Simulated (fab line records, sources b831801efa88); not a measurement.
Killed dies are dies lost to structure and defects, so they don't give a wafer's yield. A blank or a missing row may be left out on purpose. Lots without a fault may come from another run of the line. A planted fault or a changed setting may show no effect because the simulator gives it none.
A struck lot beside a sound one | flow sky130 | 16 steps out of a route of 708
Sound: wafers L106.2, L106.3, L106.5. Struck: wafers L110.1, L110.3, L110.6. The cause comes at the end.
At each step with rows: each side's tool, then ch and its chambers, then its first start. Under that, the readings that differ: sound wafers | struck wafers | difference of the means | sigmas: that difference in standard deviations of wafers without a fault.
alike: readings whose means differ by less than 2 such deviations, and words and numbers that are the same on both sides. not compared: withheld readings, readings that some wafer has no value for, bounds like >300 that may hide the same value, and numbers for which the record gives no deviation and whose values overlap.
The two part at a step that has a row with sigmas, a row that says differs or no value, or rows on one side only. Numbers that don't overlap but have no deviation are shown without sigmas and don't part them. A reading that every wafer of one side lacks parts them only if that side has two wafers or more.

first, 3 steps without rows for these wafers: SKY_METAL1_EXPOSE_12 (exposes mask MM1, target cd 140 nm); SKY_METAL1_PEB_13; SKY_METAL1_DEVELOP_14 (develop time 60 s).
SKY_METAL1_CD_MEAS_15: target cd 140 nm.
  sound on cd_sem-01, day 33 09:46; struck on cd_sem-02, day 34 15:11
  alike: cd_nm
SKY_METAL1_OVL_MEAS_16:
  sound on overlay-01, day 33 09:52; struck on overlay-02, day 34 15:19
  alike: METAL1_OVL
SKY_METAL1_DESCUM_17: chemistry O2, time 8 s.
  sound on rie_metal-01 ch 0,1, day 33 09:54; struck on rie_metal-04 ch 0,1, day 34 15:21
  alike: drypump_motor_current_A, oes_product_au, rf_fwd_power_W
  not compared: rf_hours_counter_h
SKY_METAL1_ETCH_18: etches BARC in N2/H2, stops on SiO2, time 45.9 s, target depth 60 nm.
  sound on rie_metal-01 ch 0,1, day 33 09:56; struck on rie_metal-04 ch 0,1, day 34 15:23
  alike: drypump_motor_current_A, n2_flow_sccm, oes_product_au, rf_fwd_power_W, throttle_valve_pct
  not compared: rf_hours_counter_h
SKY_METAL1_METAL_ETCH_19: etches the open film in Cl2/BCl3, stops on SiO2, target depth 360 nm, time 78 s.
  sound on rie_metal-01 ch 0,1, day 33 09:59; struck on rie_metal-04 ch 0,1, day 34 15:26
  alike: drypump_motor_current_A, oes_product_au, rf_fwd_power_W, throttle_valve_pct
  not compared: rf_hours_counter_h
SKY_METAL1_STRIP_20: strips in O2/N2.
  sound on plasma_asher-01 ch 1, day 33 10:05; struck on plasma_asher-04 ch 0,1, day 34 15:32
  alike: drypump_motor_current_A, n2_flow_sccm, o2_flow_sccm, oes_product_au, strip_time_to_endpoint_s
  not compared: rf_hours_counter_h
then, 3 steps without rows for these wafers: SKY_METAL1_STRIP_21 (strips in post etch residue remover, time 1200 s); SKY_METAL1_CLEAN_22 (cleans in IPA, time 180 s); SKY_METAL1_CLEAN_23 (cleans in O3/DIW).
SKY_VIA1_HDPCVD_00: deposits SiO2, target thk 1030 nm, time 171.7 s.
  sound on hdpcvd-01 ch 0,1, day 33 10:41; struck on hdpcvd-01 ch 0,1,2, day 34 16:08
  reading                                  | sound             | struck            | difference | sigmas
  run_length_s (s)                         | 200.1 200.5 200.0 | 206.1 206.3 206.1 | +6.0       | +15
  model.SiO2_of_VIA1_HDPCVD_00.thk_nm (nm) | 1045 1042 1030    | 1064 1058 1048    | +18        |
SKY_VIA1_THK_MEAS_01:
  sound on film_metro-02, day 33 10:48; struck on film_metro-03, day 34 16:14
  alike: VIA1_HDPCVD_THK
SKY_VIA1_CMP_02: polishes SiO2.
  sound on cmp-02 ch 1,2,3, day 33 10:51; struck on cmp-01 ch 0,1,2, day 34 16:24
  alike: head_pressure_psi, motor_current_A, slurry_filter_dp_kPa
then, 1 step without rows for these wafers: SKY_PAD_OPEN_PROBE_99.

WHERE THEY PART
Only at SKY_VIA1_HDPCVD_00, within this record. Later steps at which nothing parts them and some readings are alike: SKY_VIA1_THK_MEAS_01, SKY_VIA1_CMP_02.

WHY: what the simulator had put in
Process parameter drift: hdpcvd-01, from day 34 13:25 on, at SKY_VIA1_HDPCVD_00. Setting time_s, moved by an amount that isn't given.
